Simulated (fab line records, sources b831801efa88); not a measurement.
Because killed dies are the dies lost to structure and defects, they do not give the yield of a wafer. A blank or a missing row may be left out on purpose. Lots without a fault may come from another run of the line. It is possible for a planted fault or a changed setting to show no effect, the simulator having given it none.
What tool caused it? -- flow sky130 -- 14 lots with 42 wafers sampled at 5 steps, on a route of 708 steps

## WHAT EACH GAUGE READ, for each wafer
SKY_VIA1_CD_MEAS_12: target cd 150 nm.
lot,measured,on,cd-nm (nm)
L406,day 34 19:37,cd-sem-02,151.8 150.1 152.8
L408,day 35 17:49,cd-sem-01,149.7 149.7 150.3
L409,day 35 18:58,cd-sem-02,149.5 147.9 150.9
L407,day 35 20:55,cd-sem-01,149.4 149.3 148.2
L411,day 36 16:27,cd-sem-02,149.4 150.6 148.0
L413,day 36 23:07,cd-sem-01,150.5 149.2 149.6
L412,day 37 00:08,cd-sem-01,149.5 150.3 149.5
L414,day 37 15:48,cd-sem-01,150.7 150.4 150.5
L415,day 37 21:11,cd-sem-02,149.5 152.5 151.0
L417,day 38 09:56,cd-sem-01,163.0 165.0 164.7
L418,day 39 02:55,cd-sem-01,160.5 160.3 161.8
L421,day 39 16:58,cd-sem-02,148.9 151.2 149.2
L428,day 41 06:52,cd-sem-01,151.4 151.3 150.6
L429,day 41 20:34,cd-sem-02,148.0 147.6 147.1

## WHAT TOOL EACH LOT RAN ON (gives the tool, then ch and the chambers of the sampled wafers, and finally the start)
lot,SKY_CONTACT_CMP_04,SKY_CONTACT_ETCH_16,SKY_METAL1_SPUTTER_03,SKY_VIA1_EXPOSE_09
L406,"cmp-02 ch 0,1,2, day 31 05:52","rie-diel-03 ch 0,1,3, day 32 09:52","pvd-sputter-01, day 32 12:51","krf-scanner-01 ch 0, day 34 06:40"
L408,"cmp-02 ch 1,2,3, day 32 04:26","rie-diel-02 ch 0,2,3, day 33 08:16","pvd-sputter-03, day 33 09:47","krf-scanner-01 ch 0, day 35 04:31"
L409,"cmp-02 ch 1,2, day 32 06:02","rie-diel-03 ch 0,3, day 33 09:55","pvd-sputter-03, day 33 11:24","krf-scanner-02 ch 0, day 35 05:58"
L407,"cmp-02 ch 2,3, day 32 07:34","rie-diel-02 ch 0,1,3, day 33 11:28","pvd-sputter-01, day 33 12:58","krf-scanner-01 ch 0, day 35 07:41"
L411,"cmp-02 ch 0,1, day 33 03:36","rie-diel-01 ch 2,3, day 34 07:26","pvd-sputter-01, day 34 08:53","krf-scanner-02 ch 0, day 36 03:09"
L413,"cmp-01 ch 0,1,2, day 33 09:52","rie-diel-03 ch 0,1,3, day 34 14:23","pvd-sputter-03, day 34 15:51","krf-scanner-01 ch 0, day 36 09:46"
L412,"cmp-01 ch 0,1, day 33 11:49","rie-diel-03 ch 0,2,3, day 34 15:23","pvd-sputter-02, day 34 16:50","krf-scanner-01 ch 0, day 36 11:08"
L414,"cmp-01 ch 1,2,3, day 34 05:18","rie-diel-01 ch 0,3, day 35 08:29","pvd-sputter-01, day 35 09:56","krf-scanner-02 ch 0, day 37 03:05"
L415,"cmp-02 ch 0,2,3, day 34 09:16","rie-diel-03 ch 1,2, day 35 12:32","pvd-sputter-03, day 35 13:59","krf-scanner-01 ch 0, day 37 08:11"
L417,"cmp-02 ch 0,1,2, day 34 21:37","rie-diel-03 ch 0,2, day 36 01:25","pvd-sputter-02, day 36 02:59","krf-scanner-02 ch 0, day 37 20:46"
L418,"cmp-01 ch 0,2,3, day 35 15:16","rie-diel-01 ch 0,1,3, day 36 18:17","pvd-sputter-02, day 36 20:25","krf-scanner-02 ch 0, day 38 14:24"
L421,"cmp-02 ch 0,1,3, day 36 08:10","rie-diel-03 ch 2,3, day 37 11:14","pvd-sputter-01, day 37 12:41","krf-scanner-01 ch 0, day 39 05:13"
L428,"cmp-01 ch 1,2, day 37 22:55","rie-diel-01 ch 0,2, day 39 02:07","pvd-sputter-02, day 39 03:34","krf-scanner-01 ch 0, day 40 18:55"
L429,"cmp-01 ch 0,1,2, day 38 13:28","rie-diel-03 ch 0,2,3, day 39 15:05","pvd-sputter-03, day 39 16:31","krf-scanner-01 ch 0, day 41 08:20"
- SKY_CONTACT_CMP_04: polishes SiO2.
- SKY_CONTACT_ETCH_16: etches BARC in N2/H2, stops on SiO2, time 45.9 s, target depth 60 nm.
- SKY_METAL1_SPUTTER_03: material Ti, target thk 5 nm, time 3.3 s.
- SKY_VIA1_EXPOSE_09: exposes mask VIM, target cd 150 nm.

## WHAT THE TOOLS THEMSELVES READ (means of the sampled wafers that have a number; where no wafer has one, the mark that the record gives instead)
SKY_CONTACT_CMP_04.
lot,tool,motor-current-A (A),time-to-endpoint-s (s)
L406,cmp-02,11.0,79
L408,cmp-02,12.7,84
L409,cmp-02,12.1,87
L407,cmp-02,12.4,91
L411,cmp-02,11.2,77
L413,cmp-01,12.5,85
L412,cmp-01,12.6,88
L414,cmp-01,11.2,91
L415,cmp-02,11.2,84
L417,cmp-02,11.4,82
L418,cmp-01,12.3,85
L421,cmp-02,11.0,82
L428,cmp-01,11.7,88
L429,cmp-01,12.5,83

SKY_CONTACT_ETCH_16.
lot,tool,drypump-motor-current-A (A),oes-product-au (a.u.),throttle-valve-pct (%)
L406,rie-diel-03,5.8,0.856,13.224
L408,rie-diel-02,6.1,0.858,13.227
L409,rie-diel-03,6.0,0.857,13.218
L407,rie-diel-02,5.9,0.857,13.223
L411,rie-diel-01,5.8,0.856,13.231
L413,rie-diel-03,5.8,0.857,13.224
L412,rie-diel-03,5.9,0.854,13.228
L414,rie-diel-01,6.0,0.859,13.231
L415,rie-diel-03,5.6,0.851,13.233
L417,rie-diel-03,5.8,0.854,13.224
L418,rie-diel-01,5.9,0.853,13.218
L421,rie-diel-03,6.1,0.857,13.224
L428,rie-diel-01,6.4,0.855,13.221
L429,rie-diel-03,5.9,0.854,13.218

SKY_METAL1_SPUTTER_03.
lot,tool,throttle-valve-pct (%)
L406,pvd-sputter-01,30.7
L408,pvd-sputter-03,29.3
L409,pvd-sputter-03,29.3
L407,pvd-sputter-01,30.5
L411,pvd-sputter-01,30.8
L413,pvd-sputter-03,29.3
L412,pvd-sputter-02,30.0
L414,pvd-sputter-01,31.2
L415,pvd-sputter-03,29.7
L417,pvd-sputter-02,30.7
L418,pvd-sputter-02,29.5
L421,pvd-sputter-01,31.2
L428,pvd-sputter-02,30.3
L429,pvd-sputter-03,29.4

SKY_VIA1_EXPOSE_09.
lot,tool,exposure-dose-mJ-cm2
L406,krf-scanner-01,37.89
L408,krf-scanner-01,37.95
L409,krf-scanner-02,38.06
L407,krf-scanner-01,37.93
L411,krf-scanner-02,38.09
L413,krf-scanner-01,37.95
L412,krf-scanner-01,37.93
L414,krf-scanner-02,38.03
L415,krf-scanner-01,37.93
L417,krf-scanner-02,41.28
L418,krf-scanner-02,40.68
L421,krf-scanner-01,37.98
L428,krf-scanner-01,37.88
L429,krf-scanner-01,37.96

## THE ANSWER, worked out from the rows above alone
Rule: what is usual is taken from the lots themselves. The widest of any qualifying gaps counts: lots, ordered by their means at a reading, are off when they make up no more than a third of the lots, leave a main group of 4 or more, and stand apart from it by 3 or more times the standard deviation of that group's means. Not used: any main group whose means are identical at the precision the tables above print for the reading. A lot without any number at a reading at which 4 lots or more have one is off too. Any other lot the step has rows for is counted as sound. After the gauges, taken in route order, come the tools' own readings; for these a lot's mean is taken, as printed above. At the first step where some lot is off, the reading lying furthest off is the one used; lots without a number count as furthest.
Off, at SKY_VIA1_CD_MEAS_12 on cd-nm: L417, L418. Mean 149.9 nm and standard deviation 1 in the main group.
A tool fits if, at a process step before that reading, it ran every lot that is off, and no sound lot after the first of them. The gauges at SKY_VIA1_CD_MEAS_12 aren't tried: what is off there is off at SKY_VIA1_EXPOSE_09 too, on other tools, and a gauge's error can't cause that. One fits: krf-scanner-02 at SKY_VIA1_EXPOSE_09. A fault onset in the window from L414 (day 37 03:05, its last sound lot) to L417 (day 37 20:46, its first lot off) fits.
The tool's own readings at SKY_VIA1_EXPOSE_09 bear it out: on the lots that are off they differ by more than 5 times the standard deviation of the sound lots' means. exposure-dose-mJ-cm2 reads 40.98 there against 37.97 on the sound lots.

## WHAT THE SIMULATOR HAD PUT IN
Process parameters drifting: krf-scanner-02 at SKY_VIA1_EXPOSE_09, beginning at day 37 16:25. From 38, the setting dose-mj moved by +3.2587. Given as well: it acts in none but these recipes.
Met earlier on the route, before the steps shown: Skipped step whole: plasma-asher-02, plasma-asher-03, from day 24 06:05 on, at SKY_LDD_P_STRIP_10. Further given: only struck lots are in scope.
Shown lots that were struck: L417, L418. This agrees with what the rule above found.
